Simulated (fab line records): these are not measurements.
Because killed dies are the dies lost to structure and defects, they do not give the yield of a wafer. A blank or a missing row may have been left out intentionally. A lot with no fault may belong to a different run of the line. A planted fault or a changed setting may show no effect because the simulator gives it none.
Matching of chambers    flow sky130    SKY_CAPM_CVD_00 on pecvd-02 has 3 sister chambers
The step deposits SiO2, target thk 15.5 nm. 3 wafers are shown with their chamber, then 11 later ones without.

WAFERS, EACH WITH ITS CHAMBER
wafer   chamber  heater_power_outer_w (W)
L080.6  1        417
L082.6  2        655
L087.1  0        491

WAFERS WHOSE CHAMBER IS MISSING
wafer   heater_power_outer_w (W)
L087.2  419
L087.3  670
L090.3  576
L090.5  446
L090.6  563
L092.2  451
L092.3  632
L092.6  637
L096.1  637
L096.3  403
L096.4  623

WHICH CHAMBER EACH WENT THROUGH
wafer   from the rows above           in truth
L087.2  can't be placed: 1 or 0       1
L087.3  2                             2
L090.3  can't be placed: 2 or 0       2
L090.5  can't be placed: 1 or 0       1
L090.6  can't be placed: 0 or 2 or 1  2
L092.2  can't be placed: 1 or 0       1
L092.3  2                             2
L092.6  2                             2
L096.1  2                             2
L096.3  can't be placed: 1 or 0       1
L096.4  2                             2
Correctly placed: 5 of 11. These rows do not allow placing 6 (true chamber among the candidates in 6). 0 placed wrongly.
How it was worked out, from the rows above alone: a wafer's distance from a chamber is the root of the sum, over the readings, of the square of ((its reading less the chamber's mean) divided by the reading's scatter). If the next closest chamber is less than 2 further off than the closest, the wafer can't be placed; otherwise it belongs to the closest. A chamber's mean is the mean of its shown wafers. The scatter: root of mean squared gap, hidden wafer to nearest shown wafer, with one shown wafer a chamber.
